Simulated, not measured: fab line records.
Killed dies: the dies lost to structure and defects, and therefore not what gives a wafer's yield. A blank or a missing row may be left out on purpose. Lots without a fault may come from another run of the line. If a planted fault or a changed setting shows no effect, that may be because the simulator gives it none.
Which of the tools did it? || flow sky130 || at 1 step of a route of 708, 11 lots with 33 wafers sampled

== WHAT THE GAUGES SHOWED, per wafer ==
SKY_FIELD_ISO_BOW_MEAS_00.
{"lot": "L373", "measured": "day 2 01:01", "on": "film-metro-01", "INCOMING_BOW (um)": "16 4 5"}
{"lot": "L381", "measured": "day 3 17:00", "on": "film-metro-04", "INCOMING_BOW (um)": "-1 -8 8"}
{"lot": "L382", "measured": "day 3 22:01", "on": "film-metro-03", "INCOMING_BOW (um)": "-5 -4 -3"}
{"lot": "L383", "measured": "day 4 03:01", "on": "film-metro-01", "INCOMING_BOW (um)": "1 7 6"}
{"lot": "L387", "measured": "day 4 23:01", "on": "film-metro-01", "INCOMING_BOW (um)": "5 -1 -2"}
{"lot": "L388", "measured": "day 5 04:02", "on": "film-metro-03", "INCOMING_BOW (um)": "-3 -2 -6"}
{"lot": "L389", "measured": "day 5 09:00", "on": "film-metro-03", "INCOMING_BOW (um)": "0 -7 8"}
{"lot": "L390", "measured": "day 5 14:02", "on": "film-metro-03", "INCOMING_BOW (um)": "5 -2 -3"}
{"lot": "L391", "measured": "day 5 19:00", "on": "film-metro-01", "INCOMING_BOW (um)": "-1 -6 1"}
{"lot": "L392", "measured": "day 6 00:04", "on": "film-metro-04", "INCOMING_BOW (um)": "-3 4 -6"}
{"lot": "L393", "measured": "day 6 05:01", "on": "film-metro-04", "INCOMING_BOW (um)": "-4 -4 -4"}

== WHICH TOOL RAN EACH LOT (tool, then ch and the chambers of the sampled wafers, then the start) ==
The record holds no process step before these readings.

== THE ANSWER, worked out from the rows above alone ==
Rule: usual is defined by the lots themselves. The widest of any qualifying gaps counts: lots, ordered by their means at a reading, are off when they make up no more than a third of the lots, leave a main group of 4 or more, and stand apart from it by 3 or more times the standard deviation of that group's means. A main group whose means are all the same, to the digits that the tables above print for the reading, isn't used. Also off: a lot with no number at a reading for which 4 or more lots have one. Any other lot the step has rows for is counted as sound.
No lot is off at any reading shown: from this, nothing can be told.

== WHAT HAD BEEN PUT IN BY THE SIMULATOR ==
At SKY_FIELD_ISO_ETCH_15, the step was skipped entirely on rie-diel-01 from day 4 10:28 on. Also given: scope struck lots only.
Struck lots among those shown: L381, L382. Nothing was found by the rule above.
